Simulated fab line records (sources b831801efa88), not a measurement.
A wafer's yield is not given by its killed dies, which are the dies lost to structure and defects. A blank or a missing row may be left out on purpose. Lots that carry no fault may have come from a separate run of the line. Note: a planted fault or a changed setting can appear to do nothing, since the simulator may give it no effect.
Which of the tools did it? / flow gf180mcu / 39 wafers from 13 lots sampled at 5 of the route's 602 steps

## WHAT THE GAUGES SHOWED, per wafer
GF_V1_CD_MEAS_14: the cd target is 260 nm. Usual: cd-nm at 259.7 nm, with a standard deviation of 1.3.
lot=L888; measured=day 18 03:37; on=cd-sem-01; cd-nm (nm)=259.0 259.7 258.1; flag=
lot=L891; measured=day 19 06:58; on=cd-sem-02; cd-nm (nm)=260.4 259.8 260.5; flag=
lot=L892; measured=day 19 14:32; on=cd-sem-02; cd-nm (nm)=258.3 258.3 257.2; flag=
lot=L893; measured=day 20 06:40; on=cd-sem-01; cd-nm (nm)=259.1 258.9 259.2; flag=
lot=L894; measured=day 20 10:16; on=cd-sem-02; cd-nm (nm)=261.4 260.3 259.6; flag=
lot=L895; measured=day 21 00:53; on=cd-sem-01; cd-nm (nm)=259.5 258.8 259.3; flag=
lot=L896; measured=day 21 07:54; on=cd-sem-02; cd-nm (nm)=257.2 256.9 258.0; flag=
lot=L902; measured=day 23 13:47; on=cd-sem-01; cd-nm (nm)=251.5 249.4 250.3; flag=OFF
lot=L903; measured=day 23 15:13; on=cd-sem-02; cd-nm (nm)=247.6 247.9 248.5; flag=OFF
lot=L904; measured=day 23 20:35; on=cd-sem-02; cd-nm (nm)=259.5 258.2 259.4; flag=
lot=L905; measured=day 24 14:53; on=cd-sem-02; cd-nm (nm)=259.5 259.8 260.8; flag=
lot=L909; measured=day 26 07:21; on=cd-sem-02; cd-nm (nm)=257.9 258.5 257.9; flag=
lot=L910; measured=day 26 07:42; on=cd-sem-02; cd-nm (nm)=259.4 259.1 259.9; flag=

GF_M3_CD_MEAS_14: the cd target is 280 nm. Usual: cd-nm at 279.8 nm, with a standard deviation of 1.5.
lot=L888; measured=day 21 09:36; on=cd-sem-01; cd-nm (nm)=281.2 280.9 280.5; flag=
lot=L891; measured=day 22 12:12; on=cd-sem-01; cd-nm (nm)=278.0 279.3 279.2; flag=
lot=L892; measured=day 22 19:52; on=cd-sem-01; cd-nm (nm)=280.4 279.6 279.1; flag=
lot=L893; measured=day 23 10:27; on=cd-sem-01; cd-nm (nm)=276.5 276.2 276.5; flag=
lot=L894; measured=day 23 13:17; on=cd-sem-01; cd-nm (nm)=280.2 282.9 281.1; flag=
lot=L895; measured=day 24 03:43; on=cd-sem-02; cd-nm (nm)=279.3 279.2 279.4; flag=
lot=L896; measured=day 24 10:23; on=cd-sem-01; cd-nm (nm)=281.0 281.7 280.6; flag=
lot=L902; measured=day 26 12:37; on=cd-sem-01; cd-nm (nm)=279.3 279.3 278.5; flag=
lot=L903; measured=day 26 13:10; on=cd-sem-02; cd-nm (nm)=278.6 280.0 281.5; flag=
lot=L904; measured=day 26 18:16; on=cd-sem-01; cd-nm (nm)=280.3 280.6 281.0; flag=
lot=L905; measured=day 27 11:43; on=cd-sem-01; cd-nm (nm)=280.1 280.0 281.0; flag=
lot=L909; measured=day 29 00:30; on=cd-sem-01; cd-nm (nm)=282.6 282.6 281.8; flag=
lot=L910; measured=day 29 00:51; on=cd-sem-02; cd-nm (nm)=278.8 279.9 279.0; flag=

## TOOL THAT RAN EACH LOT (tool first, then ch and the chambers of the sampled wafers, then the start)
lot=L888; GF_V1_SOFTBAKE_10=litho-track-03 ch 0, day 17 15:00; GF_M3_SPUTTER_01=pvd-sputter-04, day 20 09:13; GF_M3_SPUTTER_02=pvd-sputter-04, day 20 09:15
lot=L891; GF_V1_SOFTBAKE_10=litho-track-03 ch 0, day 18 18:00; GF_M3_SPUTTER_01=pvd-sputter-02, day 21 12:29; GF_M3_SPUTTER_02=pvd-sputter-02, day 21 12:31
lot=L892; GF_V1_SOFTBAKE_10=litho-track-01 ch 0, day 19 02:00; GF_M3_SPUTTER_01=pvd-sputter-04, day 21 20:16; GF_M3_SPUTTER_02=pvd-sputter-04, day 21 20:17
lot=L893; GF_V1_SOFTBAKE_10=litho-track-03 ch 0, day 19 17:00; GF_M3_SPUTTER_01=pvd-sputter-02, day 22 11:19; GF_M3_SPUTTER_02=pvd-sputter-02, day 22 11:21
lot=L894; GF_V1_SOFTBAKE_10=litho-track-02 ch 0, day 19 23:00; GF_M3_SPUTTER_01=pvd-sputter-02, day 22 13:57; GF_M3_SPUTTER_02=pvd-sputter-02, day 22 13:59
lot=L895; GF_V1_SOFTBAKE_10=litho-track-01 ch 0, day 20 12:00; GF_M3_SPUTTER_01=pvd-sputter-01, day 23 04:53; GF_M3_SPUTTER_02=pvd-sputter-01, day 23 04:55
lot=L896; GF_V1_SOFTBAKE_10=litho-track-03 ch 0, day 20 19:00; GF_M3_SPUTTER_01=pvd-sputter-02, day 23 11:36; GF_M3_SPUTTER_02=pvd-sputter-02, day 23 11:38
lot=L902; GF_V1_SOFTBAKE_10=litho-track-03 ch 0, day 23 02:00; GF_M3_SPUTTER_01=pvd-sputter-02, day 25 15:31; GF_M3_SPUTTER_02=pvd-sputter-02, day 25 15:33
lot=L903; GF_V1_SOFTBAKE_10=litho-track-03 ch 0, day 23 04:00; GF_M3_SPUTTER_01=pvd-sputter-04, day 25 16:14; GF_M3_SPUTTER_02=pvd-sputter-04, day 25 16:16
lot=L904; GF_V1_SOFTBAKE_10=litho-track-02 ch 0, day 23 09:00; GF_M3_SPUTTER_01=pvd-sputter-02, day 25 21:10; GF_M3_SPUTTER_02=pvd-sputter-02, day 25 21:11
lot=L905; GF_V1_SOFTBAKE_10=litho-track-02 ch 0, day 24 03:00; GF_M3_SPUTTER_01=pvd-sputter-04, day 26 14:29; GF_M3_SPUTTER_02=pvd-sputter-04, day 26 14:31
lot=L909; GF_V1_SOFTBAKE_10=litho-track-03 ch 0, day 25 20:00; GF_M3_SPUTTER_01=pvd-sputter-02, day 28 05:11; GF_M3_SPUTTER_02=pvd-sputter-02, day 28 05:13
lot=L910; GF_V1_SOFTBAKE_10=litho-track-01 ch 0, day 25 20:00; GF_M3_SPUTTER_01=pvd-sputter-01, day 28 05:50; GF_M3_SPUTTER_02=pvd-sputter-01, day 28 05:52
- GF_V1_SOFTBAKE_10: time 60 s.
- GF_M3_SPUTTER_01: material TiN, target thk 30 nm, time 25 s.
- GF_M3_SPUTTER_02: material AlCu, target thk 450 nm, time 23.9 s.

## WHAT THE TOOLS THEMSELVES READ (means of the sampled wafers that have a number; where no wafer has one, the mark that the record gives instead)
GF_V1_SOFTBAKE_10. Usual: heater-power-total-W 93.05 W, standard deviation 0.061; plate-temp-C 130.00 C, standard deviation 0.12.
lot=L888; tool=litho-track-03; heater-power-total-W (W)=93.06; plate-temp-C (C)=129.86; flag=
lot=L891; tool=litho-track-03; heater-power-total-W (W)=93.07; plate-temp-C (C)=129.93; flag=
lot=L892; tool=litho-track-01; heater-power-total-W (W)=93.03; plate-temp-C (C)=129.96; flag=
lot=L893; tool=litho-track-03; heater-power-total-W (W)=93.03; plate-temp-C (C)=130.04; flag=
lot=L894; tool=litho-track-02; heater-power-total-W (W)=93.11; plate-temp-C (C)=129.89; flag=
lot=L895; tool=litho-track-01; heater-power-total-W (W)=93.06; plate-temp-C (C)=129.91; flag=
lot=L896; tool=litho-track-03; heater-power-total-W (W)=93.10; plate-temp-C (C)=130.12; flag=
lot=L902; tool=litho-track-03; heater-power-total-W (W)=88.89; plate-temp-C (C)=125.53; flag=OFF
lot=L903; tool=litho-track-03; heater-power-total-W (W)=88.84; plate-temp-C (C)=125.44; flag=OFF
lot=L904; tool=litho-track-02; heater-power-total-W (W)=93.03; plate-temp-C (C)=130.04; flag=
lot=L905; tool=litho-track-02; heater-power-total-W (W)=93.04; plate-temp-C (C)=129.98; flag=
lot=L909; tool=litho-track-03; heater-power-total-W (W)=93.01; plate-temp-C (C)=130.11; flag=
lot=L910; tool=litho-track-01; heater-power-total-W (W)=93.07; plate-temp-C (C)=130.09; flag=

GF_M3_SPUTTER_01. Usual: chamber-pressure-pa 0.4000 Pa, standard deviation 0.00081; throttle-valve-pct 30.4 %, standard deviation 1.2.
lot=L888; tool=pvd-sputter-04; chamber-pressure-pa (Pa)=0.3998; throttle-valve-pct (%)=30.7; flag=
lot=L891; tool=pvd-sputter-02; chamber-pressure-pa (Pa)=0.4010; throttle-valve-pct (%)=29.8; flag=
lot=L892; tool=pvd-sputter-04; chamber-pressure-pa (Pa)=0.3996; throttle-valve-pct (%)=30.6; flag=
lot=L893; tool=pvd-sputter-02; chamber-pressure-pa (Pa)=0.4006; throttle-valve-pct (%)=30.7; flag=
lot=L894; tool=pvd-sputter-02; chamber-pressure-pa (Pa)=0.4000; throttle-valve-pct (%)=28.7; flag=
lot=L895; tool=pvd-sputter-01; chamber-pressure-pa (Pa)=0.3999; throttle-valve-pct (%)=29.8; flag=
lot=L896; tool=pvd-sputter-02; chamber-pressure-pa (Pa)=0.4004; throttle-valve-pct (%)=29.9; flag=
lot=L902; tool=pvd-sputter-02; chamber-pressure-pa (Pa)=0.4005; throttle-valve-pct (%)=28.8; flag=
lot=L903; tool=pvd-sputter-04; chamber-pressure-pa (Pa)=0.3990; throttle-valve-pct (%)=30.8; flag=
lot=L904; tool=pvd-sputter-02; chamber-pressure-pa (Pa)=0.3997; throttle-valve-pct (%)=28.6; flag=
lot=L905; tool=pvd-sputter-04; chamber-pressure-pa (Pa)=0.4001; throttle-valve-pct (%)=31.9; flag=
lot=L909; tool=pvd-sputter-02; chamber-pressure-pa (Pa)=0.4010; throttle-valve-pct (%)=29.9; flag=
lot=L910; tool=pvd-sputter-01; chamber-pressure-pa (Pa)=0.4004; throttle-valve-pct (%)=30.3; flag=

GF_M3_SPUTTER_02. Usual: chamber-pressure-pa 0.3999 Pa, standard deviation 0.00075; throttle-valve-pct 30.4 %, standard deviation 1.2.
lot=L888; tool=pvd-sputter-04; chamber-pressure-pa (Pa)=0.3998; throttle-valve-pct (%)=30.8; flag=
lot=L891; tool=pvd-sputter-02; chamber-pressure-pa (Pa)=0.3997; throttle-valve-pct (%)=29.8; flag=
lot=L892; tool=pvd-sputter-04; chamber-pressure-pa (Pa)=0.3993; throttle-valve-pct (%)=30.7; flag=
lot=L893; tool=pvd-sputter-02; chamber-pressure-pa (Pa)=0.4002; throttle-valve-pct (%)=30.9; flag=
lot=L894; tool=pvd-sputter-02; chamber-pressure-pa (Pa)=0.3997; throttle-valve-pct (%)=28.8; flag=
lot=L895; tool=pvd-sputter-01; chamber-pressure-pa (Pa)=0.4005; throttle-valve-pct (%)=29.5; flag=
lot=L896; tool=pvd-sputter-02; chamber-pressure-pa (Pa)=0.4000; throttle-valve-pct (%)=29.8; flag=
lot=L902; tool=pvd-sputter-02; chamber-pressure-pa (Pa)=0.4002; throttle-valve-pct (%)=28.8; flag=
lot=L903; tool=pvd-sputter-04; chamber-pressure-pa (Pa)=0.4000; throttle-valve-pct (%)=30.7; flag=
lot=L904; tool=pvd-sputter-02; chamber-pressure-pa (Pa)=0.3999; throttle-valve-pct (%)=28.6; flag=
lot=L905; tool=pvd-sputter-04; chamber-pressure-pa (Pa)=0.4002; throttle-valve-pct (%)=31.8; flag=
lot=L909; tool=pvd-sputter-02; chamber-pressure-pa (Pa)=0.4001; throttle-valve-pct (%)=29.7; flag=
lot=L910; tool=pvd-sputter-01; chamber-pressure-pa (Pa)=0.3997; throttle-valve-pct (%)=30.3; flag=

## THE ANSWER, worked out from the rows above alone
Rule: take the mean of a lot's wafers that have a number; if it is more than 3 standard deviations from the usual mean, the lot is off. Also off: a lot with no number at a reading for which 4 or more lots have one. Where the step has rows for the other lots, those lots are counted as sound. After the gauges, taken in route order, come the tools' own readings; for these a lot's mean is taken, as printed above. At the first step where some lot is off, the reading lying furthest off is the one used; lots without a number count as furthest.
Off at GF_V1_CD_MEAS_14 (cd-nm): L902, L903.
If a tool, at a process step before that reading, ran all the lots that are off and no sound lot after the first of them, it fits. Not tried: the gauges at GF_V1_CD_MEAS_14; whatever is off there is also off at GF_V1_SOFTBAKE_10, on other tools, and gauge error can't account for it. Not one of the candidates tried fits.

## WHAT THE SIMULATOR HAD INSERTED
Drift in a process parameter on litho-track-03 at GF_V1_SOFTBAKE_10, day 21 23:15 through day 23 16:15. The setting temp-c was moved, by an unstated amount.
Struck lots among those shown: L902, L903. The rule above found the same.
